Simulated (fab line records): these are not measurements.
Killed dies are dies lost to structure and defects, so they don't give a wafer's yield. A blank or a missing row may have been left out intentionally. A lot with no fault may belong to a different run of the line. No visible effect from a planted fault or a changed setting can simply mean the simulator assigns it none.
fab line records :: flow gf180mcu :: part 2 of 2: steps 32 to 40 of 40
record
  lots=5
  wafers=15
  last_day=34
route steps=602 shown M3@409 V3@429
lots with no fault: from the same line, run without faults
start_h: hours from the record's opening day to when the first of the lot's shown wafers began :: wait_h: hours since the lot's step before :: " same as the row above :: L1.1+2: a row that stands for several wafers :: - no value, or no start was given :: * or withheld: withheld :: < > ~ a bound
route shown NAME@n: NAME is a module with steps in the file, n the number in the route of the first one :: usual: mean/standard deviation of fault-free wafers :: same: alike in all rows :: chamber/n: place in a boat :: sites: per-site readings :: _std_site: standard deviation across them :: _edge_site: inner sites' mean taken away from outer sites' mean :: radius_mm: how far each site lies from the wafer's centre :: mask NAME#n: copy n :: behind: the last tool/chamber to shape the wafer :: hold: the reason the lot was held/the length of the hold in hours/how it ended :: device: names the non-switching transistor (n, p or np) :: end of line: at the end of the route, the tests of the same wafers :: a step given without rows: its recipe and nothing more :: killed: dies lost to structure and defects at the first sort, not the wafer's yield :: map: shows each die of a wafer: x if killed, . if not, _ if none is there
set.NAME: the setting that was run; set.NAME@STEP: the one run at that earlier step :: model.NAME: the simulator's own value behind a step, which no gauge read
a table for each step, a row for each wafer; lots at some steps of the route
services: the hour from which a tool's chamber was out of use, counted from the record's first day as start_h (under 0 if before that day), plus the number of hours and why
## steps
# step GF_V3_EXPOSE_11
# recipe
  mask_id=Via3
  target_cd_nm=260
  na=0.68
  source_shape=conventional
  sigma_outer=0.6
  dose_mj=38
# usual
  exposure_dose_mJ_cm2=38.13/0.16
  stage_vel_mm_s=499.97/0.28
lot.wafer: L074.4
tool: krf_scanner-01
chamber: 0
start_h: -
wait_h: -
mask: Via3#0
exposure_dose_mJ_cm2: 38.27
stage_vel_mm_s: 499.81

lot.wafer: L074.5
tool: krf_scanner-01
chamber: 0
start_h: -
wait_h: -
mask: Via3#0
exposure_dose_mJ_cm2: 38.32
stage_vel_mm_s: 499.97

lot.wafer: L074.6
tool: krf_scanner-01
chamber: 0
start_h: -
wait_h: -
mask: Via3#0
exposure_dose_mJ_cm2: 38.32
stage_vel_mm_s: 499.93

lot.wafer: L076.1
tool: krf_scanner-02
chamber: 0
start_h: -
wait_h: -
mask: Via3#0
exposure_dose_mJ_cm2: 37.91
stage_vel_mm_s: 500.43

lot.wafer: L076.4
tool: krf_scanner-02
chamber: 0
start_h: -
wait_h: -
mask: Via3#0
exposure_dose_mJ_cm2: 37.91
stage_vel_mm_s: 500.66

lot.wafer: L076.5
tool: krf_scanner-02
chamber: 0
start_h: -
wait_h: -
mask: Via3#0
exposure_dose_mJ_cm2: 37.94
stage_vel_mm_s: 500.51

lot.wafer: L082.2
tool: krf_scanner-02
chamber: 0
start_h: -
wait_h: -
mask: Via3#0
exposure_dose_mJ_cm2: 37.90
stage_vel_mm_s: 499.69

lot.wafer: L082.3
tool: krf_scanner-02
chamber: 0
start_h: -
wait_h: -
mask: Via3#0
exposure_dose_mJ_cm2: 37.97
stage_vel_mm_s: 499.52

lot.wafer: L082.5
tool: krf_scanner-02
chamber: 0
start_h: -
wait_h: -
mask: Via3#0
exposure_dose_mJ_cm2: 37.92
stage_vel_mm_s: 499.70

lot.wafer: L090.3
tool: krf_scanner-01
chamber: 0
start_h: -
wait_h: -
mask: Via3#0
exposure_dose_mJ_cm2: 38.26
stage_vel_mm_s: 499.36

lot.wafer: L090.5
tool: krf_scanner-01
chamber: 0
start_h: -
wait_h: -
mask: Via3#0
exposure_dose_mJ_cm2: 38.22
stage_vel_mm_s: 499.79

lot.wafer: L090.6
tool: krf_scanner-01
chamber: 0
start_h: -
wait_h: -
mask: Via3#0
exposure_dose_mJ_cm2: 38.24
stage_vel_mm_s: 499.46

lot.wafer: L097.3
tool: krf_scanner-01
chamber: 0
start_h: -
wait_h: -
mask: Via3#0
exposure_dose_mJ_cm2: 38.28
stage_vel_mm_s: 499.98

lot.wafer: L097.4
tool: krf_scanner-01
chamber: 0
start_h: -
wait_h: -
mask: Via3#0
exposure_dose_mJ_cm2: 38.23
stage_vel_mm_s: 500.02

lot.wafer: L097.6
tool: krf_scanner-01
chamber: 0
start_h: -
wait_h: -
mask: Via3#0
exposure_dose_mJ_cm2: 38.21
stage_vel_mm_s: 500.01
# step GF_V3_PEB_12
# recipe
  peb_temp_c=135
  peb_time_s=90
  resist=KrF
lot.wafer: L074.4+5+6
tool: litho_track-01
chamber: 0
start_h: -
wait_h: -

lot.wafer: L076.1+4+5
tool: litho_track-03
chamber: 0
start_h: -
wait_h: -

lot.wafer: L082.2+3+5
tool: litho_track-02
chamber: 0
start_h: -
wait_h: -

lot.wafer: L090.3+5+6
tool: litho_track-01
chamber: 0
start_h: -
wait_h: -

lot.wafer: L097.3+4+6
tool: litho_track-02
chamber: 0
start_h: -
wait_h: -
# step GF_V3_DEVELOP_13
# recipe
  develop_time_s=60
  resist=KrF
  dev_temp_c=21
lot.wafer: L074.4+5+6
tool: litho_track-01
chamber: 0
start_h: 515.32
wait_h: 0.1

lot.wafer: L076.1+4+5
tool: litho_track-03
chamber: 0
start_h: 529.76
wait_h: 0.2

lot.wafer: L082.2+3+5
tool: litho_track-02
chamber: 0
start_h: 586.28
wait_h: 0.2

lot.wafer: L090.3+5+6
tool: litho_track-01
chamber: 0
start_h: 646.44
wait_h: 0.1

lot.wafer: L097.3+4+6
tool: litho_track-02
chamber: 0
start_h: 691.86
wait_h: 0.1
# step GF_V3_CD_MEAS_14
# recipe
  target_cd_nm=260
# usual
  cd_nm=259.9/1.4
lot.wafer: L074.4
tool: cd_sem-01
chamber: -
start_h: 515.45
wait_h: 0.1
cd_nm: 259.8

lot.wafer: L074.5
tool: cd_sem-01
chamber: -
start_h: 515.45
wait_h: 0.1
cd_nm: 259.9

lot.wafer: L074.6
tool: cd_sem-01
chamber: -
start_h: 515.45
wait_h: 0.1
cd_nm: 259.7

lot.wafer: L076.1
tool: cd_sem-02
chamber: -
start_h: 529.91
wait_h: 0.1
cd_nm: 257.7

lot.wafer: L076.4
tool: cd_sem-02
chamber: -
start_h: 529.91
wait_h: 0.1
cd_nm: 258.5

lot.wafer: L076.5
tool: cd_sem-02
chamber: -
start_h: 529.91
wait_h: 0.1
cd_nm: 258.8

lot.wafer: L082.2
tool: cd_sem-02
chamber: -
start_h: 586.43
wait_h: 0.1
cd_nm: 261.6

lot.wafer: L082.3
tool: cd_sem-02
chamber: -
start_h: 586.43
wait_h: 0.1
cd_nm: 260.8

lot.wafer: L082.5
tool: cd_sem-02
chamber: -
start_h: 586.43
wait_h: 0.1
cd_nm: 260.7

lot.wafer: L090.3
tool: cd_sem-01
chamber: -
start_h: 646.58
wait_h: 0.1
cd_nm: 259.4

lot.wafer: L090.5
tool: cd_sem-01
chamber: -
start_h: 646.58
wait_h: 0.1
cd_nm: 261.1

lot.wafer: L090.6
tool: cd_sem-01
chamber: -
start_h: 646.58
wait_h: 0.1
cd_nm: 260.4

lot.wafer: L097.3
tool: cd_sem-02
chamber: -
start_h: 692.00
wait_h: 0.1
cd_nm: 262.3

lot.wafer: L097.4
tool: cd_sem-02
chamber: -
start_h: 692.00
wait_h: 0.1
cd_nm: 262.5

lot.wafer: L097.6
tool: cd_sem-02
chamber: -
start_h: 692.00
wait_h: 0.1
cd_nm: 262.5
# step GF_V3_OVL_MEAS_15
# usual
  V3_OVL=-1/5
lot.wafer: L074.4
tool: overlay-02
chamber: -
start_h: 515.53
wait_h: 0.1
V3_OVL[nm]: 1

lot.wafer: L074.5
tool: overlay-02
chamber: -
start_h: 515.53
wait_h: 0.1
V3_OVL[nm]: -4

lot.wafer: L074.6
tool: overlay-02
chamber: -
start_h: 515.53
wait_h: 0.1
V3_OVL[nm]: -5

lot.wafer: L076.1
tool: overlay-01
chamber: -
start_h: 530.03
wait_h: 0.1
V3_OVL[nm]: 7

lot.wafer: L076.4
tool: overlay-01
chamber: -
start_h: 530.03
wait_h: 0.1
V3_OVL[nm]: 6

lot.wafer: L076.5
tool: overlay-01
chamber: -
start_h: 530.03
wait_h: 0.1
V3_OVL[nm]: 3

lot.wafer: L082.2
tool: overlay-01
chamber: -
start_h: 586.53
wait_h: 0.1
V3_OVL[nm]: -1

lot.wafer: L082.3
tool: overlay-01
chamber: -
start_h: 586.53
wait_h: 0.1
V3_OVL[nm]: -2

lot.wafer: L082.5
tool: overlay-01
chamber: -
start_h: 586.53
wait_h: 0.1
V3_OVL[nm]: 3

lot.wafer: L090.3
tool: overlay-02
chamber: -
start_h: 646.67
wait_h: 0.1
V3_OVL[nm]: -1

lot.wafer: L090.5
tool: overlay-02
chamber: -
start_h: 646.67
wait_h: 0.1
V3_OVL[nm]: -3

lot.wafer: L090.6
tool: overlay-02
chamber: -
start_h: 646.67
wait_h: 0.1
V3_OVL[nm]: -10

lot.wafer: L097.3
tool: overlay-01
chamber: -
start_h: 692.09
wait_h: 0.1
V3_OVL[nm]: -6

lot.wafer: L097.4
tool: overlay-01
chamber: -
start_h: 692.09
wait_h: 0.1
V3_OVL[nm]: 5

lot.wafer: L097.6
tool: overlay-01
chamber: -
start_h: 692.09
wait_h: 0.1
V3_OVL[nm]: -6
# step GF_V3_ETCH_16
# recipe
  chemistry=N2/H2
  target_depth_a=withheld
  overetch_a=withheld
  time_s=withheld
  target=BARC
  ion_energy_ev=200
  source_w=500
  bias_w=100
  pressure_mtorr=30
  n2_flow_sccm=100
  h2_flow_sccm=200
# usual
  drypump_motor_current_A=5.7/0.51
  oes_product_au=0.855/0.0045
  throttle_valve_pct=13.225/0.0092
lot.wafer: L074.4
tool: rie_diel-02
chamber: 1
start_h: 515.55
wait_h: 0.0
drypump_motor_current_A: 6.0
oes_product_au: 0.848
throttle_valve_pct: 13.219

lot.wafer: L074.5
tool: rie_diel-02
chamber: 0
start_h: 515.55
wait_h: 0.0
drypump_motor_current_A: 5.7
oes_product_au: 0.847
throttle_valve_pct: 13.236

lot.wafer: L074.6
tool: rie_diel-02
chamber: 3
start_h: 515.55
wait_h: 0.0
drypump_motor_current_A: 5.2
oes_product_au: 0.858
throttle_valve_pct: 13.216

lot.wafer: L076.1
tool: rie_diel-04
chamber: 2
start_h: 530.07
wait_h: 0.0
drypump_motor_current_A: 5.4
oes_product_au: 0.863
throttle_valve_pct: 13.245

lot.wafer: L076.4
tool: rie_diel-04
chamber: 3
start_h: 530.07
wait_h: 0.0
drypump_motor_current_A: 5.9
oes_product_au: 0.855
throttle_valve_pct: 13.227

lot.wafer: L076.5
tool: rie_diel-04
chamber: 1
start_h: 530.07
wait_h: 0.0
drypump_motor_current_A: 5.5
oes_product_au: 0.858
throttle_valve_pct: 13.218

lot.wafer: L082.2
tool: rie_diel-03
chamber: 1
start_h: 586.56
wait_h: 0.0
drypump_motor_current_A: 6.1
oes_product_au: 0.846
throttle_valve_pct: 13.230

lot.wafer: L082.3
tool: rie_diel-03
chamber: 3
start_h: 586.56
wait_h: 0.0
drypump_motor_current_A: 5.1
oes_product_au: 0.856
throttle_valve_pct: 13.228

lot.wafer: L082.5
tool: rie_diel-03
chamber: 0
start_h: 586.56
wait_h: 0.0
drypump_motor_current_A: 5.1
oes_product_au: 0.853
throttle_valve_pct: 13.230

lot.wafer: L090.3
tool: rie_diel-04
chamber: 1
start_h: 646.70
wait_h: 0.0
drypump_motor_current_A: 5.5
oes_product_au: 0.857
throttle_valve_pct: 13.230

lot.wafer: L090.5
tool: rie_diel-04
chamber: 1
start_h: 646.70
wait_h: 0.0
drypump_motor_current_A: 5.5
oes_product_au: 0.855
throttle_valve_pct: 13.228

lot.wafer: L090.6
tool: rie_diel-04
chamber: 0
start_h: 646.70
wait_h: 0.0
drypump_motor_current_A: 6.7
oes_product_au: 0.857
throttle_valve_pct: 13.216

lot.wafer: L097.3
tool: rie_diel-03
chamber: 0
start_h: 692.11
wait_h: 0.0
drypump_motor_current_A: 5.1
oes_product_au: 0.855
throttle_valve_pct: 13.213

lot.wafer: L097.4
tool: rie_diel-03
chamber: 1
start_h: 692.11
wait_h: 0.0
drypump_motor_current_A: 6.1
oes_product_au: 0.852
throttle_valve_pct: 13.223

lot.wafer: L097.6
tool: rie_diel-03
chamber: 3
start_h: 692.11
wait_h: 0.0
drypump_motor_current_A: 5.1
oes_product_au: 0.855
throttle_valve_pct: 13.222
# step GF_V3_ETCH_17
# recipe
  chemistry=C4F8/O2/Ar
  mask_material=KrF
  target=SiO2
  stop_on=TiN
  source_w=1500
  bias_w=1200
  pressure_mtorr=40
  c4f8_flow_sccm=withheld
  O2_flow_sccm=6
  Ar_flow_sccm=300
  time_s=withheld
  target_depth_a=6350
# usual
  oes_product_au=0.856/0.0047
lot.wafer: L074.4
tool: rie_diel-02
chamber: 1
start_h: -
wait_h: -
oes_product_au: 0.857

lot.wafer: L074.5
tool: rie_diel-02
chamber: 0
start_h: -
wait_h: -
oes_product_au: 0.854

lot.wafer: L074.6
tool: rie_diel-02
chamber: 3
start_h: -
wait_h: -
oes_product_au: 0.857

lot.wafer: L076.1
tool: rie_diel-04
chamber: 2
start_h: -
wait_h: -
oes_product_au: 0.848

lot.wafer: L076.4
tool: rie_diel-04
chamber: 3
start_h: -
wait_h: -
oes_product_au: 0.855

lot.wafer: L076.5
tool: rie_diel-04
chamber: 1
start_h: -
wait_h: -
oes_product_au: 0.863

lot.wafer: L082.2
tool: rie_diel-03
chamber: 1
start_h: -
wait_h: -
oes_product_au: 0.860

lot.wafer: L082.3
tool: rie_diel-03
chamber: 3
start_h: -
wait_h: -
oes_product_au: 0.859

lot.wafer: L082.5
tool: rie_diel-03
chamber: 0
start_h: -
wait_h: -
oes_product_au: 0.860

lot.wafer: L090.3
tool: rie_diel-04
chamber: 1
start_h: -
wait_h: -
oes_product_au: 0.858

lot.wafer: L090.5
tool: rie_diel-04
chamber: 1
start_h: -
wait_h: -
oes_product_au: 0.852

lot.wafer: L090.6
tool: rie_diel-04
chamber: 0
start_h: -
wait_h: -
oes_product_au: 0.860

lot.wafer: L097.3
tool: rie_diel-03
chamber: 0
start_h: -
wait_h: -
oes_product_au: 0.856

lot.wafer: L097.4
tool: rie_diel-03
chamber: 1
start_h: -
wait_h: -
oes_product_au: 0.854

lot.wafer: L097.6
tool: rie_diel-03
chamber: 3
start_h: -
wait_h: -
oes_product_au: 0.856
# step GF_V3_STRIP_18
# recipe
  chemistry=O2/N2
  power_w=1400
  pressure_mtorr=1500
  platen_temp_c=250
  o2_flow_sccm=3000
  n2_flow_sccm=300
  overash_fraction=0.5
# usual
  drypump_motor_current_A=5.8/0.34
  heater_power_w=345/24
  oes_product_au=0.592/0.0053
lot.wafer: L074.4
tool: plasma_asher-03
chamber: 1
start_h: 515.71
wait_h: -
drypump_motor_current_A: 5.9
heater_power_w: 299
oes_product_au: 0.595
rf_hours_counter_h: -

lot.wafer: L074.5
tool: plasma_asher-03
chamber: 0
start_h: 515.71
wait_h: -
drypump_motor_current_A: 6.0
heater_power_w: 319
oes_product_au: 0.589
rf_hours_counter_h: -

lot.wafer: L074.6
tool: plasma_asher-03
chamber: 1
start_h: 515.71
wait_h: -
drypump_motor_current_A: 5.9
heater_power_w: 293
oes_product_au: 0.588
rf_hours_counter_h: -

lot.wafer: L076.1
tool: plasma_asher-04
chamber: 1
start_h: 530.20
wait_h: -
drypump_motor_current_A: 6.3
heater_power_w: 365
oes_product_au: 0.588
rf_hours_counter_h: 89

lot.wafer: L076.4
tool: plasma_asher-04
chamber: 1
start_h: 530.20
wait_h: -
drypump_motor_current_A: 6.3
heater_power_w: 367
oes_product_au: 0.597
rf_hours_counter_h: -

lot.wafer: L076.5
tool: plasma_asher-04
chamber: 0
start_h: 530.20
wait_h: -
drypump_motor_current_A: 5.5
heater_power_w: 349
oes_product_au: 0.584
rf_hours_counter_h: -

lot.wafer: L082.2
tool: plasma_asher-02
chamber: 1
start_h: 586.69
wait_h: -
drypump_motor_current_A: 5.8
heater_power_w: 327
oes_product_au: 0.595
rf_hours_counter_h: 17

lot.wafer: L082.3
tool: plasma_asher-02
chamber: 1
start_h: 586.69
wait_h: -
drypump_motor_current_A: 5.8
heater_power_w: 335
oes_product_au: 0.597
rf_hours_counter_h: -

lot.wafer: L082.5
tool: plasma_asher-02
chamber: 1
start_h: 586.69
wait_h: -
drypump_motor_current_A: 5.8
heater_power_w: 339
oes_product_au: 0.595
rf_hours_counter_h: -

lot.wafer: L090.3
tool: plasma_asher-02
chamber: 0
start_h: 646.86
wait_h: -
drypump_motor_current_A: 5.5
heater_power_w: 367
oes_product_au: 0.589
rf_hours_counter_h: -

lot.wafer: L090.5
tool: plasma_asher-02
chamber: 0
start_h: 646.86
wait_h: -
drypump_motor_current_A: 5.4
heater_power_w: 371
oes_product_au: 0.597
rf_hours_counter_h: -

lot.wafer: L090.6
tool: plasma_asher-02
chamber: 1
start_h: 646.86
wait_h: -
drypump_motor_current_A: 5.9
heater_power_w: 330
oes_product_au: 0.592
rf_hours_counter_h: -

lot.wafer: L097.3
tool: plasma_asher-04
chamber: 0
start_h: 692.27
wait_h: -
drypump_motor_current_A: 5.5
heater_power_w: 349
oes_product_au: 0.591
rf_hours_counter_h: -

lot.wafer: L097.4
tool: plasma_asher-04
chamber: 1
start_h: 692.27
wait_h: -
drypump_motor_current_A: 6.4
heater_power_w: 357
oes_product_au: 0.583
rf_hours_counter_h: -

lot.wafer: L097.6
tool: plasma_asher-04
chamber: 1
start_h: 692.27
wait_h: -
drypump_motor_current_A: 6.4
heater_power_w: 370
oes_product_au: 0.590
rf_hours_counter_h: -
# step GF_V3_STRIP_19
# recipe
  chemistry=post_etch_residue_remover
  time_s=1200
  temp_c=72.5
# usual
  bath_heat_duty_pct=14.4/1.8
  temp_c=72.47/0.12
lot.wafer: L074.4
tool: wet_bench-04
chamber: 3
start_h: 515.78
wait_h: 0.0
bath_heat_duty_pct: 14.8
temp_c: 72.59

lot.wafer: L074.5
tool: wet_bench-04
chamber: 3
start_h: 515.78
wait_h: 0.0
bath_heat_duty_pct: 15.3
temp_c: 72.56

lot.wafer: L074.6
tool: wet_bench-04
chamber: 3
start_h: 515.78
wait_h: 0.0
bath_heat_duty_pct: 15.1
temp_c: 72.47

lot.wafer: L076.1
tool: wet_bench-03
chamber: 1
start_h: 530.30
wait_h: 0.1
bath_heat_duty_pct: 13.1
temp_c: 72.63

lot.wafer: L076.4
tool: wet_bench-03
chamber: 1
start_h: 530.30
wait_h: 0.1
bath_heat_duty_pct: 12.7
temp_c: 72.43

lot.wafer: L076.5
tool: wet_bench-03
chamber: 1
start_h: 530.30
wait_h: 0.1
bath_heat_duty_pct: 14.0
temp_c: 72.47

lot.wafer: L082.2
tool: wet_bench-03
chamber: 1
start_h: 586.79
wait_h: 0.1
bath_heat_duty_pct: 13.4
temp_c: 72.48

lot.wafer: L082.3
tool: wet_bench-03
chamber: 1
start_h: 586.79
wait_h: 0.1
bath_heat_duty_pct: 13.0
temp_c: 72.61

lot.wafer: L082.5
tool: wet_bench-03
chamber: 1
start_h: 586.79
wait_h: 0.1
bath_heat_duty_pct: 13.1
temp_c: 72.49

lot.wafer: L090.3
tool: wet_bench-02
chamber: 1
start_h: 646.93
wait_h: 0.0
bath_heat_duty_pct: 14.4
temp_c: 72.41

lot.wafer: L090.5
tool: wet_bench-02
chamber: 1
start_h: 646.93
wait_h: 0.0
bath_heat_duty_pct: 14.9
temp_c: 72.42

lot.wafer: L090.6
tool: wet_bench-02
chamber: 1
start_h: 646.93
wait_h: 0.0
bath_heat_duty_pct: 14.6
temp_c: 72.57

lot.wafer: L097.3
tool: wet_bench-03
chamber: 3
start_h: 692.34
wait_h: 0.0
bath_heat_duty_pct: 11.5
temp_c: 72.48

lot.wafer: L097.4
tool: wet_bench-03
chamber: 3
start_h: 692.34
wait_h: 0.0
bath_heat_duty_pct: 13.1
temp_c: 72.61

lot.wafer: L097.6
tool: wet_bench-03
chamber: 3
start_h: 692.34
wait_h: 0.0
bath_heat_duty_pct: 11.8
temp_c: 72.61
## services
tool: krf_scanner-02
chamber: -
start_h: 453.10
hours: 1.0
kind: pm

tool: krf_scanner-02
chamber: -
start_h: 466.37
hours: 0.8
kind: pm

tool: wet_bench-03
chamber: -
start_h: 482.94
hours: 3.6
kind: repair

tool: hdpcvd-01
chamber: -
start_h: 485.12
hours: 1.4
kind: repair

tool: pvd_sputter-03
chamber: -
start_h: 485.76
hours: 4.1
kind: repair

tool: rie_diel-04
chamber: 1
start_h: 489.23
hours: 11.4
kind: repair

tool: rie_diel-03
chamber: 1
start_h: 492.19
hours: 8.5
kind: repair

tool: hdpcvd-01
chamber: -
start_h: 505.13
hours: 2.4
kind: repair

tool: krf_scanner-02
chamber: -
start_h: 506.75
hours: 0.8
kind: pm

tool: krf_scanner-02
chamber: -
start_h: 513.37
hours: 1.3
kind: pm

tool: krf_scanner-01
chamber: -
start_h: 522.80
hours: 0.8
kind: pm

tool: rie_diel-04
chamber: 0
start_h: 525.96
hours: 5.9
kind: repair

tool: rie_diel-04
chamber: 2
start_h: 531.40
hours: 11.3
kind: repair

tool: hdpcvd-01
chamber: -
start_h: 539.25
hours: 15.0
kind: pm

tool: hdpcvd-01
chamber: -
start_h: 554.25
hours: 5.5
kind: pm

tool: krf_scanner-01
chamber: -
start_h: 555.95
hours: 1.3
kind: pm

tool: pvd_sputter-03
chamber: -
start_h: 565.80
hours: 0.5
kind: repair

tool: pvd_sputter-04
chamber: -
start_h: 582.23
hours: 1.4
kind: repair

tool: krf_scanner-02
chamber: -
start_h: 597.78
hours: 4.4
kind: pm

tool: krf_scanner-02
chamber: -
start_h: 622.10
hours: 1.0
kind: pm

tool: pvd_sputter-03
chamber: -
start_h: 673.34
hours: 1.7
kind: repair

tool: krf_scanner-02
chamber: -
start_h: 675.55
hours: 0.8
kind: pm

tool: krf_scanner-02
chamber: -
start_h: 682.74
hours: 1.7
kind: repair

tool: krf_scanner-02
chamber: -
start_h: 689.27
hours: 1.3
kind: pm
